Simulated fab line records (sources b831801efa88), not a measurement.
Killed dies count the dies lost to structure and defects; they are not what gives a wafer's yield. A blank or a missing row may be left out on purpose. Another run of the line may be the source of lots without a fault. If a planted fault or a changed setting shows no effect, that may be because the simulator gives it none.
One fault seen from 2 desks + flow gf180mcu + each desk holds nothing but its own numbers, with what lay behind them at the end

## AT THE METROLOGY DESK
What the gauges read for every lot (on any tool): the sampled wafers with a number, averaged. If a lot's mean is further than 4 standard deviations from the usual mean, the lot is out of limits and carries the mark OUT (the distance appears in the brackets).
Columns: A = MIM_ALCU_RS at GF_MIM_RS_MEAS_10, usual 0.1604 ohm/sq
| lot  | first seen here | A      |
|------|-----------------|--------|
| L634 | day 24 19:04    | 0.1611 |
| L635 | day 25 10:14    | 0.1618 |
| L637 | day 25 13:10    | 0.1622 |
| L640 | day 26 23:18    | 0.1610 |
| L645 | day 28 12:40    | 0.1620 |
| L646 | day 28 15:19    | 0.1574 |
| L647 | day 28 22:20    | 0.1604 |
| L649 | day 29 14:13    | 0.1592 |
| L650 | day 29 23:14    | 0.1569 |
| L652 | day 30 07:31    | 0.1583 |
| L653 | day 30 17:34    | 0.1597 |
| L656 | day 31 12:20    | 0.1627 |
Result from this desk: across the 12 lots, nothing is out of limits.

## TOOL OWNER'S DESK, pvd_sputter-01
At GF_MIM_SPUTTER_09 (material TiN, target thk 35 nm, time 29.2 s) the tool's own readings: per lot run on this tool, the mean of the sampled wafers that have a number. If a lot's mean is further than 4 standard deviations from the usual mean, the lot is out of limits and carries the mark OUT (the distance appears in the brackets).
Columns: A = throttle_valve_pct at GF_MIM_SPUTTER_09, usual 30.4 %
| lot  | first seen here | A    |
|------|-----------------|------|
| L634 | day 24 19:00    | 31.0 |
| L635 | day 25 10:11    | 30.7 |
| L637 | day 25 13:05    | 31.8 |
| L640 | day 26 23:14    | 30.9 |
| L649 | day 29 14:10    | 30.8 |
| L650 | day 29 23:12    | 30.8 |
| L653 | day 30 17:29    | 30.9 |
Result from this desk: across the 7 lots, nothing is out of limits.

## BROUGHT TOGETHER
Nothing out of limits was seen by the metrology desk.
The desk of the tool owner found nothing out of limits.

## WHAT THE SIMULATOR HAD INSERTED
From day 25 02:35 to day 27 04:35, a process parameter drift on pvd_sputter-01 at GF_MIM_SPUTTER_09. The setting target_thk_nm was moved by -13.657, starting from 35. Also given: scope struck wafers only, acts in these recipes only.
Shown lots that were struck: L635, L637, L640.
